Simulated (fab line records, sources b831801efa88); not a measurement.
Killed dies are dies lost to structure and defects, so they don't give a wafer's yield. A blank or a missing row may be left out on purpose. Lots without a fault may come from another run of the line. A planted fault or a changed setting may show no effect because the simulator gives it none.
Which tool did it? | flow sfq_line | 13 lots, 39 wafers sampled, at 2 steps of a route of 325

WHAT THE GAUGES READ, wafer by wafer
The record holds no reading of a measuring or inspecting step that can be judged against a usual standard deviation.

WHICH TOOL RAN EACH LOT (tool, then ch and the chambers of the sampled wafers, then the start)
lot  | SFQ_TRILAYER_L0_VIA_LITHO_COAT_018 | SFQ_TRILAYER_L0_VIA_BARC_OPEN_VIA_ETCH_021
L466 | litho_track-04 ch 0, day 4 11:13   | rie_diel-04 ch 2,3, day 7 14:18
L468 | litho_track-04 ch 0, day 4 23:08   | rie_diel-01 ch 1,2, day 8 03:37
L470 | litho_track-02 ch 0, day 5 07:31   | rie_diel-04 ch 1,2,3, day 8 12:46
L471 | litho_track-02 ch 0, day 5 09:55   | rie_diel-02 ch 1,2, day 8 16:22
L472 | litho_track-03 ch 0, day 5 11:07   | rie_diel-04 ch 1,2, day 8 17:34
L473 | litho_track-03 ch 0, day 5 16:26   | rie_diel-02 ch 0,1, day 9 00:46
L474 | litho_track-04 ch 0, day 6 00:50   | rie_diel-02 ch 0,2,3, day 9 06:46
L475 | litho_track-04 ch 0, day 6 06:59   | rie_diel-04 ch 0,1, day 9 13:58
L476 | litho_track-04 ch 0, day 6 12:50   | rie_diel-02 ch 1,2, day 9 19:58
L478 | litho_track-04 ch 0, day 7 00:46   | rie_diel-01 ch 1,2,3, day 10 09:08
L479 | litho_track-03 ch 0, day 7 05:34   | rie_diel-02 ch 0,2,3, day 10 16:20
L480 | litho_track-02 ch 0, day 7 14:16   | rie_diel-04 ch 0,2,3, day 11 00:44
L489 | litho_track-02 ch 0, day 9 16:11   | rie_diel-02 ch 0,3, day 13 03:55
- SFQ_TRILAYER_L0_VIA_LITHO_COAT_018: resist thk 62 nm.
- SFQ_TRILAYER_L0_VIA_BARC_OPEN_VIA_ETCH_021: etches BARC in O2, target depth 125 nm, time 41.7 s.

WHAT THE TOOLS THEMSELVES READ (means of the sampled wafers that have a number; where no wafer has one, the mark that the record gives instead)
SFQ_TRILAYER_L0_VIA_BARC_OPEN_VIA_ETCH_021.
lot  | tool        | drypump_motor_current_A (A) | oes_product_au (a.u.)
L466 | rie_diel-04 | 5.6                         | 0.688
L468 | rie_diel-01 | 5.8                         | 0.689
L470 | rie_diel-04 | 5.3                         | 0.682
L471 | rie_diel-02 | 5.4                         | 0.688
L472 | rie_diel-04 | 5.1                         | 0.683
L473 | rie_diel-02 | 5.5                         | 0.684
L474 | rie_diel-02 | 5.8                         | 0.683
L475 | rie_diel-04 | 5.7                         | 0.682
L476 | rie_diel-02 | 5.4                         | 0.688
L478 | rie_diel-01 | 5.5                         | 0.682
L479 | rie_diel-02 | 5.7                         | 0.684
L480 | rie_diel-04 | 5.7                         | 0.686
L489 | rie_diel-02 | 5.7                         | 0.690

THE ANSWER, worked out from the rows above alone
Rule: what is usual is taken from the lots themselves. Put in order of their means at a reading, lots are off if they are a third of the lots or fewer, leave a main group of 4 or more, and stand apart from it by a gap of 3 or more times the standard deviation of the main group's means; of several such gaps the widest counts. A main group whose means are all the same, to the digits that the tables above print for the reading, isn't used. A lot without any number at a reading at which 4 lots or more have one is off too. The other lots that the step has rows for count as sound. The gauges are gone through in route order, then the tools' own readings, and for those a lot's mean is taken as printed above. The first step at which some lot is off is used, and at that step the reading that is off furthest; a lot without a number counts as furthest.
No lot is off at any reading shown: from this, nothing can be told.

WHAT THE SIMULATOR HAD PUT IN
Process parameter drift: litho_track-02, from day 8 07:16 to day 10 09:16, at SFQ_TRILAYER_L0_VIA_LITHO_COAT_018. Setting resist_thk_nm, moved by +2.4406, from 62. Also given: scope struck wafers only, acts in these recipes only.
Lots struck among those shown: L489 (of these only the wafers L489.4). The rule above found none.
